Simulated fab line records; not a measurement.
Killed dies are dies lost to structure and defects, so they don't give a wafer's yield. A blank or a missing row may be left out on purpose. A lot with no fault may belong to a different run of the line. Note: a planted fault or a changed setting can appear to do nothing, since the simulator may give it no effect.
A lot that was struck, set against a sound lot -- flow sky130 -- 16 out of 708 route steps
Sound: wafers L693.1, L693.4, L693.5. Struck: wafers L690.4, L690.5. (L690.1 of the same lot was not struck and is left out.) The cause comes at the end.
At each step with rows: each side's tool, then ch and its chambers, then its first start. Under that, the readings that differ: sound wafers -- struck wafers -- difference of the means -- sigmas: that difference in standard deviations of wafers without a fault.
alike: words and numbers the same on both sides, and readings whose means are apart by under 2 such deviations; not compared: readings that were withheld, readings missing a value for some wafer, numbers with overlapping values and no deviation given by the record, and bounds like >300 which may hide the same value.
A row with sigmas, a row that says differs or no value, or rows on one side alone: a step with any of these is where the two part. Non-overlapping numbers with no deviation appear without sigmas and do not part them. A reading missing from all wafers of one side parts the sides only when that side holds two or more wafers.

first, 3 steps without rows for these wafers: SKY_VIA1_EXPOSE_09 (exposes mask VIM, target cd 150 nm); SKY_VIA1_PEB_10; SKY_VIA1_DEVELOP_11 (develop time 60 s).
SKY_VIA1_CD_MEAS_12: the cd target is 150 nm.
  struck on cdSem-02, day 37 20:31; sound on cdSem-02, day 38 08:32
  alike: cdNm
SKY_VIA1_OVL_MEAS_13:
  struck on overlay-01, day 37 20:38; sound on overlay-01, day 38 08:39
  alike: VIA1_OVL
SKY_VIA1_ETCH_14: etches BARC in N2/H2, stops on SiO2, time 45.9 s, target depth 60 nm.
  sound on rieDiel-04 ch 1,2, day 38 08:41; struck on rieDiel-03 ch 1,2, day 37 20:41
  alike: drypumpMotorCurrentA, oesProductAu, throttleValvePct
  not compared: rfHoursCounterH
SKY_VIA1_ETCH_15: etches SiO2 in C4F8/O2/Ar, stops on TiN, target depth 351 nm, time 54 s.
  sound on rieDiel-04 ch 1,2, day 38 08:44; struck on rieDiel-03 ch 1,2, day 37 20:43
  alike: oesProductAu
  not compared: rfHoursCounterH
SKY_VIA1_STRIP_16: strips in O2/N2.
  sound on plasmaAsher-03 ch 0,1, day 38 08:47; struck on plasmaAsher-04 ch 0,1, day 37 20:46
  alike: drypumpMotorCurrentA, oesProductAu, stripTimeToEndpointS
  not compared: rfHoursCounterH
then, 3 steps without rows for these wafers: SKY_VIA1_STRIP_17 (strips in post etch residue remover, time 1200 s); SKY_VIA1_CLEAN_18 (cleans in IPA, time 180 s); SKY_VIA1_CLEAN_19 (cleans in O3/DIW).
SKY_VIA1_SPUTTER_20: material TiN, target thk 20 nm, time 80 s.
  struck on pvdSputter-02, day 37 21:24; sound on pvdSputter-02, day 38 09:22
  alike: throttleValvePct
SKY_VIA1_CVD_21: deposits W, target thk 270 nm, time 80.902 s.
  sound on cvdW-01 ch 1, day 38 09:26; struck on cvdW-02 ch 0, day 37 21:28
reading,sound,struck,difference,sigmas
chamberPressureTorr (Torr),39.93 39.90 39.94,35.11 34.86,-4.94,-51
model.W_of_VIA1_CVD_21.thkNm (nm),272.8 273.5 272.7,253.4 253,-19.8,
  alike: heaterPowerW
SKY_VIA1_RS_MEAS_22: the measuring method here is four-point-probe.
  struck on filmMetro-02, day 37 21:33; sound on filmMetro-04, day 38 09:32
reading,sound,struck,difference,sigmas
VIA1_W_RS (ohm/sq),0.423 0.421 0.422,0.455 0.456,+0.034,+7
SKY_VIA1_THK_MEAS_23: measures by xrf.
  struck on filmMetro-02, day 37 21:40; sound on filmMetro-04, day 38 09:39
reading,sound,struck,difference,sigmas
VIA1_W_THK (nm),281 282 280,255 255,-26,-5
SKY_VIA1_CMP_24: polishes, stops on SiO2, t overpolish 15 s, target thk 0 nm.
  sound on cmp-02 ch 2,3, day 38 09:43; struck on cmp-01 ch 3, day 37 21:44
reading,sound,struck,difference,sigmas
motorCurrentA (A),12.3 11.7 12.2,9.2 9.6,-2.7,-2

== WHERE THEY PART ==
Last at SKY_VIA1_CMP_24 as far as this record goes, first at SKY_VIA1_CVD_21.

WHY: what had been put in by the simulator
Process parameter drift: cvdW-02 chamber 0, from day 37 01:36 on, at SKY_VIA1_CVD_21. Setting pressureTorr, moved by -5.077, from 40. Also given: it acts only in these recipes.
